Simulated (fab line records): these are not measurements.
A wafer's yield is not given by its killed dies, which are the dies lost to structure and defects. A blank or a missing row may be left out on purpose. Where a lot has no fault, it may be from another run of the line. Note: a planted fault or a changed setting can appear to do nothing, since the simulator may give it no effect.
A single fault, viewed from 2 desks | flow sky130 | numbers are kept per desk, each desk with only its own; the story behind them comes last

== FROM THE METROLOGY DESK ==
What the gauges read, lot by lot, whatever tool the lot ran on: means of the sampled wafers that have a number. A lot is out of limits, marked OUT, if its mean lies more than 4 standard deviations from the usual mean; the brackets give that distance.
Columns: A = METAL5_ALCU_RS at SKY_METAL5_RS_MEAS_05, usual 0.02706 ohm/sq
lot  | first seen here | A
L158 | day 43 19:27    | 0.02714
L161 | day 44 05:05    | 0.02719
L162 | day 44 10:07    | 0.02728
L163 | day 44 13:24    | 0.02725
L164 | day 45 03:28    | 0.02658
L166 | day 45 16:51    | 0.02649
L167 | day 46 01:04    | 0.02693
L168 | day 46 02:16    | 0.02716
L170 | day 47 12:58    | 0.02704
L169 | day 47 16:08    | 0.02732
L177 | day 49 01:43    | 0.02683
L179 | day 49 02:06    | 0.02682
Result from this desk: across the 12 lots, nothing is out of limits.

== TOOL OWNER'S DESK, litho_track-04 ==
The tool's own readings at SKY_PAD_OPEN_DEVELOP_06 (develop time 60 s): means of the sampled wafers that have a number, for each lot that ran on this tool. A lot is out of limits, marked OUT, if its mean lies more than 4 standard deviations from the usual mean; the brackets give that distance.
Columns: A = developer_temp_C at SKY_PAD_OPEN_DEVELOP_06, usual 22.98 C; B = exhaust_pa at SKY_PAD_OPEN_DEVELOP_06, usual 45.2 Pa
lot  | first seen here | A                | B
L163 | day 47 04:00    | 23.00            | 45.2
L166 | day 48 05:00    | 22.78            | 46.1
L167 | day 48 13:00    | 22.88            | 45.0
L168 | day 48 14:00    | 23.90 (+8.3) OUT | 44.4
L170 | day 49 19:00    | 23.93 (+8.7) OUT | 45.4
Finding of this desk: L168, L170 out of limits; the first was L168 at day 48 14:00, on developer_temp_C at SKY_PAD_OPEN_DEVELOP_06. L163, L166, L167: within limits.

== ALL TOGETHER ==
The tool owner's desk had the chance to raise an alarm at day 48 14:00 on L168, L170.
From the metrology desk's view, nothing was out of limits.
The metrology desk holds a record of L168, L170, inside its limits.
Every lot named ran SKY_PAD_OPEN_DEVELOP_06 on litho_track-04.

== WHAT WAS PUT IN BY THE SIMULATOR ==
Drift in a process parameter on litho_track-04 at SKY_PAD_OPEN_DEVELOP_06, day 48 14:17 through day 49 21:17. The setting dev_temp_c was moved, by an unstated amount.
Shown lots that were struck: L168, L170.
